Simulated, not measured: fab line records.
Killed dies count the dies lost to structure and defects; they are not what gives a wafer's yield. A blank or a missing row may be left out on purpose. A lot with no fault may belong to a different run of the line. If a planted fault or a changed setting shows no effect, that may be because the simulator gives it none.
Which tool was responsible?	flow gf180mcu	at 1 step of a route of 602, 14 lots with 42 wafers sampled

## WHAT THE GAUGES READ, wafer by wafer
GF_NSD_OVL_MEAS_08. Usual: NSD_OVL -0.9 nm, standard deviation 1.3.
lot	measured	on	NSD_OVL (nm)	flag
L895	day 13 18:11	overlay-01	-2.0 0.1 -0.3	
L896	day 14 01:44	overlay-01	-2.7 -1.3 -1.7	
L897	day 14 10:29	overlay-01	-1.7 1.3 -1.5	
L899	day 15 17:05	overlay-02	-1.7 -3.0 -0.5	
L902	day 16 00:02	overlay-02	-1.5 -2.9 -1.3	
L903	day 16 09:44	overlay-01	-2.3 -1.1 -0.6	
L907	day 17 19:12	overlay-02	0.5 -0.8 0.0	
L910	day 18 23:01	overlay-01	-1.3 0.1 -2.3	
L912	day 19 13:10	overlay-02	-1.5 -0.6 0.6	
L913	day 20 03:31	overlay-01	-0.1 -1.3 -0.3	
L914	day 20 08:34	overlay-02	-2.4 1.0 -2.5	
L915	day 20 09:47	overlay-01	0.5 -2.0 -1.7	
L916	day 20 20:20	overlay-01	1.4 0.2 0.2	
L917	day 21 11:55	overlay-01	-1.1 -2.7 -1.7	

## WHAT TOOL EACH LOT RAN ON (gives the tool, then ch and the chambers of the sampled wafers, and finally the start)
Before these readings, the record contains no process step.

## WHAT THE TOOLS THEMSELVES READ (means of the sampled wafers that have a number; where no wafer has one, the mark that the record gives instead)
The record holds no such reading with a usual standard deviation.

## THE ANSWER, worked out from the rows above alone
Rule: a lot counts as off when the mean over its wafers that have a number is more than 3 standard deviations away from the usual mean. Also off: a lot with no number at a reading for which 4 or more lots have one. Any other lot the step has rows for is counted as sound. After the gauges, taken in route order, come the tools' own readings; for these a lot's mean is taken, as printed above. At the first step where some lot is off, the reading lying furthest off is the one used; lots without a number count as furthest.
No lot is off at any reading shown: from this, nothing can be told.

## WHAT THE SIMULATOR PUT IN
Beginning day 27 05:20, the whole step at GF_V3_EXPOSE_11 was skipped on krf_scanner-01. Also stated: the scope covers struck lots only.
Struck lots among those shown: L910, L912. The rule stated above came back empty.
